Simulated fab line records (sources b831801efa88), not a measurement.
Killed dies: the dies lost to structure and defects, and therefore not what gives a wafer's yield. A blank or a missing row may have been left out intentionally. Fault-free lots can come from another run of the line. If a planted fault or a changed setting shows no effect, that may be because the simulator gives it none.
Which tool did it? | flow sky130 | 7 lots, 21 wafers sampled, at 2 steps of a route of 708

## WHAT THE GAUGES READ, wafer by wafer
SKY_LOCAL_INTERCONNECT_OVL_MEAS_12.
lot  | measured     | on         | LOCAL_INTERCONNECT_OVL (nm)
L594 | day 31 02:03 | overlay-01 | -4 1 -7
L597 | day 31 23:24 | overlay-01 | 3 0 5
L600 | day 33 01:12 | overlay-02 | 0 -5 -6
L603 | day 34 05:16 | overlay-01 | -3 -7 -8
L606 | day 34 18:51 | overlay-01 | -3 0 -4
L608 | day 35 21:31 | overlay-01 | -1 -4 -4
L613 | day 36 22:08 | overlay-02 | 0 2 0

## WHICH TOOL RAN EACH LOT (tool, then ch and the chambers of the sampled wafers, then the start)
lot  | SKY_LI_CONTACT_CMP_24
L594 | cmp-02 ch 0,1, day 29 21:27
L597 | cmp-01 ch 2,3, day 30 19:24
L600 | cmp-02 ch 0,2,3, day 31 21:11
L603 | cmp-01 ch 2,3, day 33 02:28
L606 | cmp-01 ch 0,2,3, day 33 16:21
L608 | cmp-02 ch 0,1,3, day 34 19:03
L613 | cmp-02 ch 0,3, day 35 20:13
- SKY_LI_CONTACT_CMP_24: polishes, stops on PSG, t overpolish 20 s, target thk 0 nm.

## THE ANSWER, worked out from the rows above alone
Rule: the lots themselves supply what counts as usual. The widest of any qualifying gaps counts: lots, ordered by their means at a reading, are off when they make up no more than a third of the lots, leave a main group of 4 or more, and stand apart from it by 3 or more times the standard deviation of that group's means. A main group is skipped when, at the precision printed for the reading in the tables above, its means are all equal. Also off: a lot with no number at a reading for which 4 or more lots have one. The other lots that the step has rows for count as sound.
None of the lots is off at any reading shown; this tells nothing.

## WHAT THE SIMULATOR HAD PUT IN
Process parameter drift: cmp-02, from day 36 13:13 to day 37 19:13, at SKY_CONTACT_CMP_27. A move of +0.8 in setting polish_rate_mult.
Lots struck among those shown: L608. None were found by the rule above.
